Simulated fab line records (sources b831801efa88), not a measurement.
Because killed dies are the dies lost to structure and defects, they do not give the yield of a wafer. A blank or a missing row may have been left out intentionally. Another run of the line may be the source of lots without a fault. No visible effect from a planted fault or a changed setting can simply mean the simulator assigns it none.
fab line records	flow gf180mcu
record lots=24	wafers=72	last_day=34
route steps=602 shown V4@478 MIM@513 M5@537 V5@562 PASSIVATION@598
lots that met no fault: taken from a fault-free run of the same line
start_h: the number of hours between the record's first day and the start of the first shown wafer of the lot	wait_h: time in hours since the lot's previous step	" the same as in the row above	L1.1+2: several wafers, shown together as one row	- no value, or no start given	* or withheld: withheld	< > ~ a bound
route shown NAME@n: names a module that has steps shown in the file, with the first one's number in the route	usual: mean/standard deviation of fault-free wafers	same: alike in all rows	chamber/n: place in a boat	sites: each site's reading	_std_site: the standard deviation of these	_edge_site: mean of outer sites minus mean of inner sites	radius_mm: how far each site lies from the wafer's centre	mask NAME#n: copy n	behind: the tool/chamber that last shaped the wafer	hold: why the lot was held/for how many hours/how that ended	device: the transistor (n, p or np) that didn't switch	end of line: tests of these same wafers at the route's end	a step with no rows: only its recipe	killed: dies lost to structure and defects at the first sort, not the wafer's yield	map: shows each die of a wafer: x if killed, . if not, _ if none is there
set.NAME: the run value of the setting; set.NAME@STEP: its run value at that earlier step	model.NAME: the simulator's own value behind a step, which no gauge read
one table for each step of the route and one row for each wafer, over a sample of lots
services: from which hour (start_h, from the record's first day; less than 0 if before it) a tool's chamber was out of use, for how many hours, and why
## steps
# step GF_V4_CVD_02
# recipe material=SiO2	target_thk_nm=850	precursor=TEOS	temp_c=400	time_s=94.851	rf_w=600
# usual heater_power_w=684/71
lot.wafer	tool	chamber	start_h	wait_h	heater_power_w
L074.1	pecvd-03	0	536.34	0.1	599
L074.4	"	2	"	"	662
L074.6	"	2	"	"	702
L075.1	pecvd-04	0	541.21	0.1	643
L075.2	"	2	"	"	713
L075.6	"	2	"	"	752
L076.1	pecvd-03	0	554.76	0.1	667
L076.2	"	2	"	"	631
L076.4	"	2	"	"	689
L077.2	pecvd-04	1	566.90	0.0	762
L077.5	"	1	"	"	828
L077.6	"	2	"	"	615
L078.1	pecvd-04	2	577.46	0.1	735
L078.2	"	1	"	"	860
L078.3	"	0	"	"	659
L079.2	pecvd-03	1	582.42	0.0	582
L079.4	"	1	"	"	640
L079.5	"	2	"	"	664
L081.1	pecvd-02	2	598.52	0.1	581
L081.2	"	1	"	"	768
L081.3	"	0	"	"	785
L080.1	pecvd-04	1	601.35	0.1	813
L080.4	"	1	"	"	827
L080.6	"	2	"	"	703
L082.2	pecvd-02	2	610.00	0.0	633
L082.4	"	2	"	"	641
L082.5	"	0	"	"	711
L083.2	pecvd-04	2	613.89	0.0	684
L083.3	"	1	"	"	849
L083.4	"	2	"	"	720
L084.1	pecvd-04	0	625.94	0.1	701
L084.2	"	2	"	"	673
L084.4	"	2	"	"	719
L085.2	pecvd-03	1	630.17	0.0	613
L085.3	"	2	"	"	693
L085.5	"	2	"	"	737
L086.3	pecvd-04	2	635.60	0.0	731
L086.5	"	0	"	"	704
L086.6	"	2	"	"	608
L087.3	pecvd-03	1	646.96	0.0	676
L087.4	"	0	"	"	570
L087.6	"	1	"	"	546
L088.2	pecvd-03	1	651.87	0.0	692
L088.4	"	0	"	"	587
L088.5	"	1	"	"	556
L089.1	pecvd-04	2	657.37	0.1	771
L089.4	"	0	"	"	593
L089.5	"	2	"	"	604
L090.1	pecvd-03	1	666.29	0.1	656
L090.4	"	1	"	"	670
L090.6	"	0	"	"	691
L091.2	pecvd-04	0	669.68	0.0	679
L091.3	"	2	"	"	662
L091.6	"	1	"	"	716
L092.2	pecvd-03	1	676.10	0.0	657
L092.5	"	2	"	"	567
L092.6	"	0	"	"	701
L093.2	pecvd-03	2	681.73	0.0	700
L093.3	"	0	"	"	703
L093.4	"	2	"	"	591
L094.4	pecvd-02	2	690.27	0.1	668
L094.5	"	0	"	"	775
L094.6	"	1	"	"	608
L095.1	pecvd-03	0	700.33	0.1	704
L095.5	"	0	"	"	571
L095.6	"	1	"	"	690
L096.2	pecvd-03	1	704.49	0.0	630
L096.3	"	2	"	"	619
L096.5	"	0	"	"	681
L097.1	pecvd-02	1	707.39	0.1	610
L097.5	"	2	"	"	605
L097.6	"	1	"	"	747
# step GF_MIM_RS_MEAS_10
# recipe thk_meas_gauge=four-point-probe	reads=TiN_of_MIM_SPUTTER_09+AlCu_of_MIM_SPUTTER_08+TiN_of_MIM_SPUTTER_07
# usual MIM_ALCU_RS=0.1612/0.0016
lot.wafer	tool	chamber	start_h	wait_h	MIM_ALCU_RS[ohm/sq]
L074.1	film_metro-04	-	561.29	0.0	0.1607
L074.4	"	-	"	"	0.1600
L074.6	"	-	"	"	0.1600
L075.1	film_metro-04	-	565.35	0.0	0.1609
L075.2	"	-	"	"	0.1627
L075.6	"	-	"	"	0.1638
L076.1	film_metro-04	-	579.10	0.0	0.1593
L076.2	"	-	"	"	0.1586
L076.4	"	-	"	"	0.1583
L077.2	film_metro-01	-	590.63	0.0	0.1578
L077.5	"	-	"	"	0.1590
L077.6	"	-	"	"	0.1589
L078.1	film_metro-01	-	600.72	0.0	0.1623
L078.2	"	-	"	"	0.1606
L078.3	"	-	"	"	0.1610
L079.2	film_metro-03	-	605.78	0.0	0.1607
L079.4	"	-	"	"	0.1625
L079.5	"	-	"	"	0.1617
L081.1	film_metro-03	-	622.08	0.0	0.1611
L081.2	"	-	"	"	0.1620
L081.3	"	-	"	"	0.1621
L080.1	film_metro-01	-	625.36	0.0	0.1625
L080.4	"	-	"	"	0.1624
L080.6	"	-	"	"	0.1615
L082.2	film_metro-01	-	633.22	0.0	0.1597
L082.4	"	-	"	"	0.1608
L082.5	"	-	"	"	0.1607
L083.2	film_metro-01	-	636.76	0.0	0.1628
L083.3	"	-	"	"	0.1630
L083.4	"	-	"	"	0.1630
L084.1	film_metro-04	-	648.52	0.0	0.1627
L084.2	"	-	"	"	0.1617
L084.4	"	-	"	"	0.1620
L085.2	film_metro-03	-	652.28	0.0	0.1601
L085.3	"	-	"	"	0.1591
L085.5	"	-	"	"	0.1594
L086.3	film_metro-01	-	657.26	0.1	0.1626
L086.5	"	-	"	"	0.1625
L086.6	"	-	"	"	0.1607
L087.3	film_metro-01	-	669.75	0.1	0.1611
L087.4	"	-	"	"	0.1626
L087.6	"	-	"	"	0.1610
L088.2	film_metro-01	-	673.71	0.0	0.1600
L088.4	"	-	"	"	0.1618
L088.5	"	-	"	"	0.1610
L089.1	film_metro-04	-	679.16	0.0	0.1606
L089.4	"	-	"	"	0.1597
L089.5	"	-	"	"	0.1609
L090.1	film_metro-01	-	688.51	0.0	0.1593
L090.4	"	-	"	"	0.1594
L090.6	"	-	"	"	0.1594
L091.2	film_metro-01	-	690.89	0.0	0.1598
L091.3	"	-	"	"	0.1620
L091.6	"	-	"	"	0.1615
L092.2	film_metro-04	-	698.39	0.0	0.1645
L092.5	"	-	"	"	0.1630
L092.6	"	-	"	"	0.1627
L093.2	film_metro-01	-	703.10	0.0	0.1613
L093.3	"	-	"	"	0.1615
L093.4	"	-	"	"	0.1618
L094.4	film_metro-04	-	711.48	0.1	0.1612
L094.5	"	-	"	"	0.1591
L094.6	"	-	"	"	0.1621
L095.1	film_metro-03	-	720.74	0.0	0.1615
L095.5	"	-	"	"	0.1615
L095.6	"	-	"	"	0.1624
L096.2	film_metro-03	-	724.54	0.0	0.1608
L096.3	"	-	"	"	0.1585
L096.5	"	-	"	"	0.1594
L097.1	film_metro-01	-	727.76	0.0	0.1638
L097.5	"	-	"	"	0.1647
L097.6	"	-	"	"	0.1649
# step GF_MIM_THK_MEAS_11
# recipe thk_meas_gauge=xrf	reads=AlCu_of_MIM_SPUTTER_08
# usual MIM_ALCU_THK=199.2/2
lot.wafer	tool	chamber	start_h	wait_h	MIM_ALCU_THK[nm]
L074.1	film_metro-04	-	561.41	0.1	200.7
L074.4	"	-	"	"	202.1
L074.6	"	-	"	"	202.0
L075.1	film_metro-04	-	565.47	0.1	200.9
L075.2	"	-	"	"	198.4
L075.6	"	-	"	"	197.4
L076.1	film_metro-04	-	579.22	0.1	201.7
L076.2	"	-	"	"	203.1
L076.4	"	-	"	"	203.1
L077.2	film_metro-01	-	590.74	0.1	202.2
L077.5	"	-	"	"	201.2
L077.6	"	-	"	"	200.2
L078.1	film_metro-01	-	600.84	0.1	198.6
L078.2	"	-	"	"	199.6
L078.3	"	-	"	"	198.6
L079.2	film_metro-03	-	605.89	0.1	199.3
L079.4	"	-	"	"	197.3
L079.5	"	-	"	"	197.7
L081.1	film_metro-03	-	622.20	0.1	198.6
L081.2	"	-	"	"	197.5
L081.3	"	-	"	"	198.3
L080.1	film_metro-01	-	625.48	0.1	197.9
L080.4	"	-	"	"	197.8
L080.6	"	-	"	"	199.2
L082.2	film_metro-01	-	633.33	0.1	200.2
L082.4	"	-	"	"	199.5
L082.5	"	-	"	"	200.6
L083.2	film_metro-01	-	636.87	0.1	197.7
L083.3	"	-	"	"	197.8
L083.4	"	-	"	"	197.3
L084.1	film_metro-04	-	648.64	0.1	199.1
L084.2	"	-	"	"	200.2
L084.4	"	-	"	"	199.7
L085.2	film_metro-03	-	652.39	0.1	199.1
L085.3	"	-	"	"	200.5
L085.5	"	-	"	"	199.4
L086.3	film_metro-01	-	657.36	0.1	198.0
L086.5	"	-	"	"	197.8
L086.6	"	-	"	"	200.1
L087.3	film_metro-01	-	669.85	0.1	200.8
L087.4	"	-	"	"	198.4
L087.6	"	-	"	"	199.5
L088.2	film_metro-01	-	673.82	0.1	200.1
L088.4	"	-	"	"	198.4
L088.5	"	-	"	"	199.6
L089.1	film_metro-04	-	679.28	0.1	201.2
L089.4	"	-	"	"	203.0
L089.5	"	-	"	"	200.7
L090.1	film_metro-01	-	688.63	0.1	200.4
L090.4	"	-	"	"	201.5
L090.6	"	-	"	"	201.2
L091.2	film_metro-01	-	691.00	0.1	199.5
L091.3	"	-	"	"	197.0
L091.6	"	-	"	"	197.0
L092.2	film_metro-04	-	698.50	0.1	194.3
L092.5	"	-	"	"	197.7
L092.6	"	-	"	"	197.3
L093.2	film_metro-01	-	703.21	0.1	200.4
L093.3	"	-	"	"	198.8
L093.4	"	-	"	"	200.2
L094.4	film_metro-04	-	711.57	0.1	199.1
L094.5	"	-	"	"	201.3
L094.6	"	-	"	"	198.8
L095.1	film_metro-03	-	720.86	0.1	198.1
L095.5	"	-	"	"	196.7
L095.6	"	-	"	"	196.6
L096.2	film_metro-03	-	724.65	0.1	197.8
L096.3	"	-	"	"	200.2
L096.5	"	-	"	"	198.9
L097.1	film_metro-01	-	727.88	0.1	196.2
L097.5	"	-	"	"	195.1
L097.6	"	-	"	"	195.5
# step GF_M5_STRIP_11
# recipe chemistry=O2/N2	power_w=1400	pressure_mtorr=1500	platen_temp_c=250	o2_flow_sccm=3000	n2_flow_sccm=300	overash_fraction=0.5
# usual drypump_motor_current_A=6.34/0.27	heater_power_w=344/29	oes_product_au=0.524/0.0046	strip_time_to_endpoint_s=7.06/0.039
lot.wafer	tool	chamber	start_h	wait_h	drypump_motor_current_A	heater_power_w	oes_product_au	rf_hours_counter_h	strip_time_to_endpoint_s
L074.1	plasma_asher-02	0	605.24	0.1	6.06	300	0.519	18	7.02
L074.4	"	1	"	"	6.66	371	0.525	-	6.98
L074.6	"	0	"	"	6.06	314	0.530	-	7.04
L075.1	plasma_asher-01	1	609.24	0.1	6.55	374	0.518	100	7.10
L075.2	"	0	"	"	6.52	352	0.523	100	7.11
L075.6	"	1	"	"	6.57	364	0.529	-	7.13
L076.1	plasma_asher-02	1	622.29	0.1	6.67	355	0.524	20	7.09
L076.2	"	0	"	"	6.06	302	0.529	20	7.10
L076.4	"	1	"	"	6.69	362	0.518	-	7.11
L077.2	plasma_asher-03	1	633.04	0.1	6.27	300	0.527	50	7.04
L077.5	"	1	"	"	6.25	296	0.521	-	7.06
L077.6	"	0	"	"	5.95	365	0.520	-	7.00
L078.1	plasma_asher-02	1	641.99	0.1	6.67	359	0.519	22	7.03
L078.2	"	0	"	"	6.05	308	0.523	22	7.06
L078.3	"	0	"	"	6.06	312	0.524	-	7.02
L079.2	plasma_asher-01	1	647.09	0.1	6.54	368	0.520	104	7.07
L079.4	"	0	"	"	6.53	349	0.522	-	7.08
L079.5	"	0	"	"	6.55	349	0.531	-	7.06
L081.1	plasma_asher-03	1	662.14	0.1	6.26	296	0.522	53	7.04
L081.2	"	0	"	"	5.94	362	0.525	53	7.04
L081.3	"	0	"	"	5.93	369	0.526	-	7.03
L080.1	plasma_asher-01	1	664.36	0.1	6.53	368	0.527	106	7.02
L080.4	"	0	"	"	6.58	362	0.519	-	7.03
L080.6	"	0	"	"	6.56	336	0.526	-	7.07
L082.2	plasma_asher-03	0	673.29	0.1	5.95	368	0.516	55	7.01
L082.4	"	0	"	"	5.95	362	0.526	-	7.01
L082.5	"	1	"	"	6.25	304	0.530	-	7.02
L083.2	plasma_asher-01	1	676.94	0.1	6.56	371	0.525	108	7.05
L083.3	"	1	"	"	6.59	385	0.525	-	7.04
L083.4	"	0	"	"	6.55	342	0.519	-	7.09
L084.1	plasma_asher-01	0	687.47	0.2	6.55	356	0.519	109	7.10
L084.2	"	1	"	"	6.54	374	0.528	109	7.08
L084.4	"	0	"	"	6.56	354	0.535	-	7.11
L085.2	plasma_asher-01	0	691.42	0.2	6.58	353	0.525	109	7.02
L085.3	"	1	"	"	6.53	379	0.519	-	7.07
L085.5	"	0	"	"	6.57	351	0.517	-	7.04
L086.3	plasma_asher-02	1	696.68	0.1	6.67	355	0.518	-	7.02
L086.5	"	1	"	"	6.66	368	0.513	-	7.00
L086.6	"	0	"	"	6.06	306	0.522	-	7.03
L087.3	plasma_asher-02	1	706.37	0.1	6.67	369	0.531	-	7.09
L087.4	"	0	"	"	6.07	317	0.525	-	7.11
L087.6	"	0	"	"	6.05	315	0.524	-	7.08
L088.2	plasma_asher-03	1	711.61	0.1	6.26	300	0.522	59	7.09
L088.4	"	1	"	"	6.25	302	0.528	-	7.06
L088.5	"	1	"	"	6.27	297	0.522	-	7.07
L089.1	plasma_asher-01	1	716.29	0.1	6.55	380	0.522	112	7.08
L089.4	"	0	"	"	6.55	350	0.520	-	7.02
L089.5	"	0	"	"	6.53	364	0.519	-	7.11
L090.1	plasma_asher-03	0	725.19	0.1	5.93	358	0.521	59	7.06
L090.4	"	1	"	"	6.26	293	0.523	-	7.09
L090.6	"	1	"	"	6.24	291	0.528	-	7.10
L091.2	plasma_asher-03	0	728.34	0.1	5.94	363	0.521	60	7.04
L091.3	"	1	"	"	6.26	300	0.525	-	7.09
L091.6	"	1	"	"	6.25	299	0.519	-	7.09
L092.2	plasma_asher-02	0	734.84	0.1	6.03	318	0.530	31	7.08
L092.5	"	0	"	"	6.05	322	0.524	-	7.06
L092.6	"	1	"	"	6.63	361	0.523	-	7.07
L093.2	plasma_asher-02	1	739.54	0.1	6.60	368	0.532	31	7.09
L093.3	"	1	"	"	6.64	368	0.516	-	7.04
L093.4	"	0	"	"	6.06	312	0.528	-	7.08
L094.4	plasma_asher-01	0	746.59	0.1	6.57	355	0.521	-	7.07
L094.5	"	1	"	"	6.53	369	0.524	-	7.09
L094.6	"	0	"	"	6.54	360	0.520	-	7.06
L095.1	plasma_asher-03	1	755.69	0.2	6.25	306	0.517	63	7.01
L095.5	"	0	"	"	5.92	353	0.517	-	6.97
L095.6	"	1	"	"	6.25	297	0.524	-	6.99
L096.2	plasma_asher-02	1	759.49	0.2	6.63	367	0.522	33	7.00
L096.3	"	1	"	"	6.67	368	0.526	-	7.03
L096.5	"	0	"	"	6.06	309	0.521	-	7.03
L097.1	plasma_asher-02	0	761.59	0.1	6.03	310	0.527	33	7.02
L097.5	"	0	"	"	6.05	314	0.530	-	7.02
L097.6	"	1	"	"	6.62	367	0.530	-	7.05
# step GF_V5_SPUTTER_22
# recipe material=TiN	target_thk_nm=10	chamber_pressure_pa=5	power_w=4000	time_s=40
# usual throttle_valve_pct=29.9/1
lot.wafer	tool	chamber	start_h	wait_h	throttle_valve_pct
L074.1	pvd_sputter-03	-	628.20	0.0	30.1
L074.4	"	-	"	"	29.7
L074.6	"	-	"	"	30.1
L075.1	pvd_sputter-02	-	631.68	0.0	29.9
L075.2	"	-	"	"	29.0
L075.6	"	-	"	"	28.7
L076.1	pvd_sputter-02	-	644.72	0.0	28.6
L076.2	"	-	"	"	30.0
L076.4	"	-	"	"	28.8
L077.2	pvd_sputter-02	-	655.07	0.0	29.7
L077.5	"	-	"	"	29.5
L077.6	"	-	"	"	28.7
L078.1	pvd_sputter-04	-	664.03	0.0	29.0
L078.2	"	-	"	"	31.7
L078.3	"	-	"	"	31.3
L079.2	pvd_sputter-02	-	668.72	0.0	29.9
L079.4	"	-	"	"	29.0
L079.5	"	-	"	"	28.6
L081.1	pvd_sputter-04	-	683.54	0.0	31.4
L081.2	"	-	"	"	31.2
L081.3	"	-	"	"	29.2
L080.1	pvd_sputter-02	-	685.36	0.0	29.9
L080.4	"	-	"	"	29.5
L080.6	"	-	"	"	30.0
L082.2	pvd_sputter-02	-	694.16	0.0	30.0
L082.4	"	-	"	"	29.0
L082.5	"	-	"	"	28.7
L083.2	pvd_sputter-02	-	697.64	0.0	29.6
L083.3	"	-	"	"	30.0
L083.4	"	-	"	"	28.7
L084.1	pvd_sputter-02	-	707.73	0.0	28.8
L084.2	"	-	"	"	28.6
L084.4	"	-	"	"	29.9
L085.2	pvd_sputter-03	-	711.79	0.0	32.0
L085.3	"	-	"	"	31.6
L085.5	"	-	"	"	30.3
L086.3	pvd_sputter-03	-	716.73	0.0	30.1
L086.5	"	-	"	"	30.1
L086.6	"	-	"	"	31.5
L087.3	pvd_sputter-04	-	726.39	0.0	31.4
L087.4	"	-	"	"	29.4
L087.6	"	-	"	"	31.3
L088.2	pvd_sputter-02	-	731.69	0.0	28.7
L088.4	"	-	"	"	28.6
L088.5	"	-	"	"	28.7
L089.1	pvd_sputter-02	-	736.14	0.0	29.5
L089.4	"	-	"	"	29.7
L089.5	"	-	"	"	29.2
L090.1	pvd_sputter-02	-	744.44	0.0	30.2
L090.4	"	-	"	"	28.7
L090.6	"	-	"	"	28.8
L091.2	pvd_sputter-04	-	747.34	0.0	31.7
L091.3	"	-	"	"	31.5
L091.6	"	-	"	"	31.2
L092.2	pvd_sputter-02	-	753.84	0.0	29.6
L092.5	"	-	"	"	29.5
L092.6	"	-	"	"	28.9
L093.2	pvd_sputter-03	-	758.35	0.0	29.7
L093.3	"	-	"	"	30.5
L093.4	"	-	"	"	31.8
L094.4	pvd_sputter-04	-	764.54	0.0	31.6
L094.5	"	-	"	"	29.0
L094.6	"	-	"	"	31.3
L095.1	pvd_sputter-04	-	773.98	0.0	31.6
L095.5	"	-	"	"	28.9
L095.6	"	-	"	"	29.2
L096.2	pvd_sputter-04	-	777.62	0.0	29.5
L096.3	"	-	"	"	29.4
L096.5	"	-	"	"	29.3
L097.1	pvd_sputter-03	-	779.22	0.0	29.8
L097.5	"	-	"	"	29.8
L097.6	"	-	"	"	31.7
# step GF_PASSIVATION_ETCH_11
# recipe chemistry=CF4/O2	target_depth_nm=2040	stop_on=TiN	source_w=800	bias_w=150	pressure_mtorr=150	cf4_flow_sccm=80	O2_flow_sccm=10	time_s=453.3
# usual cf4_flow_sccm=80.00/0.23	drypump_motor_current_A=5.8/0.62	oes_product_au=0.990/0.0049	throttle_valve_pct=5.969/0.0085
lot.wafer	tool	chamber	start_h	wait_h	cf4_flow_sccm	drypump_motor_current_A	oes_product_au	rf_hours_counter_h	throttle_valve_pct
L074.1	rie_diel-04	1	669.83	-	79.25	5.1	0.987	22	5.973
L074.4	"	0	"	"	80.53	5.4	0.996	7	5.979
L074.6	"	1	"	"	79.78	5.1	0.990	-	5.975
L075.1	rie_diel-02	3	671.98	-	80.27	5.0	0.988	15	5.951
L075.2	"	1	"	"	79.76	6.3	0.991	35	5.958
L075.6	"	3	"	"	79.88	5.0	0.985	-	5.970
L076.1	rie_diel-03	1	685.33	-	80.33	6.2	0.995	9	5.965
L076.2	"	3	"	"	80.32	5.8	0.995	14	5.970
L076.4	"	2	"	"	80.01	5.4	0.989	7	5.972
L077.2	rie_diel-04	2	695.24	-	80.15	5.7	0.986	23	5.964
L077.5	"	0	"	"	79.95	5.4	0.991	-	5.943
L077.6	"	3	"	"	80.10	5.5	0.998	-	5.979
L078.1	rie_diel-02	2	703.73	-	80.20	6.7	0.991	14	5.971
L078.2	"	3	"	"	80.29	5.0	0.981	16	5.971
L078.3	"	1	"	"	79.63	6.4	0.990	36	5.960
L079.2	rie_diel-02	1	708.13	-	80.02	6.3	0.996	36	5.971
L079.4	"	0	"	"	79.92	5.6	0.987	47	5.957
L079.5	"	2	"	"	80.27	6.7	0.995	-	5.970
L081.1	rie_diel-04	1	722.23	-	80.00	5.1	0.991	24	5.965
L081.2	"	0	"	"	80.08	5.4	0.988	9	5.966
L081.3	"	3	"	"	79.90	5.6	0.997	15	5.988
L080.1	rie_diel-03	2	724.53	-	79.97	5.5	0.987	8	5.971
L080.4	"	3	"	"	79.49	5.7	0.996	16	5.967
L080.6	"	2	"	"	79.48	5.5	0.993	-	5.971
L082.2	rie_diel-02	0	731.78	-	79.95	5.6	0.982	48	5.973
L082.4	"	1	"	"	80.16	6.4	0.987	37	5.962
L082.5	"	2	"	"	79.70	6.8	0.990	-	5.982
L083.2	rie_diel-02	0	734.88	-	80.07	5.6	0.986	48	5.962
L083.3	"	3	"	"	80.00	5.0	0.980	17	5.958
L083.4	"	2	"	"	80.13	6.7	0.991	16	5.978
L084.1	rie_diel-02	1	744.73	-	80.06	6.4	0.982	38	5.967
L084.2	"	0	"	"	79.97	5.6	0.983	49	5.964
L084.4	"	2	"	"	79.86	6.8	0.985	16	5.988
L085.2	rie_diel-02	2	748.18	-	79.78	6.7	0.990	17	5.978
L085.3	"	1	"	"	80.01	6.3	0.988	38	5.956
L085.5	"	0	"	"	79.84	5.6	0.990	-	5.962
L086.3	rie_diel-04	0	753.58	-	79.89	5.4	0.992	11	5.981
L086.5	"	2	"	"	79.82	5.7	0.989	-	5.972
L086.6	"	1	"	"	80.19	5.1	0.986	-	5.964
L087.3	rie_diel-02	2	762.23	-	80.13	6.7	0.992	17	5.966
L087.4	"	1	"	"	80.23	6.3	0.994	39	5.972
L087.6	"	2	"	"	80.03	6.8	0.990	-	5.978
L088.2	rie_diel-03	2	767.18	-	80.25	5.5	0.990	10	5.955
L088.4	"	1	"	"	79.72	6.2	0.987	13	5.955
L088.5	"	1	"	"	80.10	6.2	0.994	-	5.977
L089.1	rie_diel-04	2	771.33	-	79.84	5.6	0.989	27	5.973
L089.4	"	0	"	"	80.28	5.4	0.993	11	5.960
L089.5	"	1	"	"	80.21	5.1	0.988	-	5.969
L090.1	rie_diel-03	1	778.83	-	80.09	6.2	0.990	14	5.983
L090.4	"	2	"	"	79.98	5.5	0.984	11	5.966
L090.6	"	0	"	"	79.98	5.2	0.985	-	5.968
L091.2	rie_diel-02	2	781.43	-	80.29	6.7	0.997	19	5.974
L091.3	"	1	"	"	79.73	6.3	0.986	40	5.981
L091.6	"	1	"	"	79.55	6.3	1.002	-	5.973
L092.2	rie_diel-02	2	787.33	-	80.46	6.7	1.002	19	5.967
L092.5	"	2	"	"	80.47	6.7	0.990	-	5.976
L092.6	"	1	"	"	80.07	6.4	0.988	-	5.964
L093.2	rie_diel-02	1	791.98	-	79.93	6.3	0.997	40	5.967
L093.3	"	2	"	"	79.94	6.8	0.988	19	5.981
L093.4	"	0	"	"	80.34	5.6	0.996	0	5.974
L094.4	rie_diel-02	2	797.68	-	79.79	6.8	0.995	20	5.968
L094.5	"	1	"	"	80.00	6.3	0.990	-	5.959
L094.6	"	2	"	"	80.11	6.8	0.991	-	5.968
L095.1	rie_diel-02	1	806.68	-	79.77	6.3	0.998	41	5.951
L095.5	"	2	"	"	79.80	6.7	0.982	-	5.964
L095.6	"	1	"	"	80.28	6.4	0.992	-	5.952
L096.2	rie_diel-02	2	810.73	-	80.02	6.7	0.991	21	5.976
L096.3	"	0	"	"	80.17	5.6	0.998	1	5.974
L096.5	"	2	"	"	79.70	6.7	0.988	-	5.974
L097.1	rie_diel-04	2	811.48	-	79.87	5.6	0.987	29	5.953
L097.5	"	2	"	"	80.03	5.6	0.992	-	5.981
L097.6	"	1	"	"	80.01	5.1	0.986	-	5.964
## services
tool	chamber	start_h	hours	kind
plasma_asher-03	-	517.74	12.0	repair
rie_diel-04	1	521.73	7.6	repair
rie_diel-02	3	530.97	7.8	repair
pecvd-03	1	533.08	5.6	repair
rie_diel-04	2	535.31	9.2	repair
pvd_sputter-04	-	546.24	2.9	repair
plasma_asher-03	-	562.29	10.4	repair
pecvd-03	-	591.12	14.0	pm
pvd_sputter-02	-	599.30	5.0	repair
pecvd-03	0	643.42	2.3	repair
plasma_asher-03	-	646.72	3.4	repair
plasma_asher-02	-	667.96	2.8	pm
plasma_asher-02	-	673.29	1.2	repair
rie_diel-02	-	684.70	0.3	repair
pvd_sputter-04	-	692.27	2.2	repair
plasma_asher-03	-	714.55	8.9	repair
pvd_sputter-04	-	716.32	1.1	repair
plasma_asher-01	-	733.75	9.0	pm
pecvd-04	-	734.90	1.1	repair
plasma_asher-02	-	741.93	4.0	pm
plasma_asher-03	-	758.59	1.6	repair
pvd_sputter-02	-	762.36	4.0	repair
rie_diel-02	1	772.08	4.6	repair
pecvd-04	-	798.23	6.0	pm
## key
fault none
